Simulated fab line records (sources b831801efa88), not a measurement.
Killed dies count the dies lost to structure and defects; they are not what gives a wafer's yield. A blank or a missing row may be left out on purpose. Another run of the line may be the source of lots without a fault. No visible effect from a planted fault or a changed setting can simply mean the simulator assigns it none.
Matching of chambers	flow gf180mcu	cmp-02 running GF_V3_CMP_04: 4 sister chambers
The step polishes SiO2. 14 wafers are shown with their chamber, then 7 later ones without.

## WAFERS, EACH WITH ITS CHAMBER
wafer	chamber	motor-current-A (A)	time-to-endpoint-s (s)
L828.1	2	13.5	79
L828.4	1	12.7	74
L828.5	2	13.1	80
L838.1	0	12.6	65
L838.4	1	12.9	80
L838.6	3	11.5	76
L839.2	0	11.9	70
L839.3	2	13.5	87
L839.4	3	11.9	76
L843.3	3	11.8	79
L843.5	0	12.9	74
L843.6	1	13.3	85
L844.2	0	12.1	70
L844.4	2	13.1	81

SIGNATURES, as means of the wafers listed above
reading	chamber 0	chamber 1	chamber 2	chamber 3	scatter within a chamber
motor-current-A	12.375	12.967	13.300	11.733	0.326
time-to-endpoint-s	69.75	79.67	81.75	77.00	3.82
Rule: distance of a wafer from a chamber = root of the sum over the readings of ((wafer's reading minus chamber's mean) / reading's scatter) squared. The wafer belongs to the nearest chamber; if the next one is less than 2 further off, it can't be placed. The scatter: the root of (the sum of the squares of (reading less its chamber's mean) over the shown wafers, divided by (wafers less chambers)).

## WAFERS WITH NO CHAMBER GIVEN
wafer	motor-current-A (A)	time-to-endpoint-s (s)
L844.5	12.8	75
L848.1	11.9	76
L848.4	13.1	84
L848.5	12.4	85
L851.2	12.7	81
L851.4	11.6	90
L851.6	13.5	87

## WHICH CHAMBER EACH WENT THROUGH
wafer	from the rows above	in truth
L844.5	can't be placed: 1 or 0 or 2 or 3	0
L848.1	can't be placed: 3 or 0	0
L848.4	can't be placed: 2 or 1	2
L848.5	can't be placed: 1 or 2 or 3 or 0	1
L851.2	can't be placed: 1 or 2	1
L851.4	can't be placed: 3 or 1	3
L851.6	can't be placed: 2 or 1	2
Correct placement for 0 of the 7. Cannot be placed on the basis of these rows: 7; the candidates contain the true chamber in 7. Placed wrongly: 0.
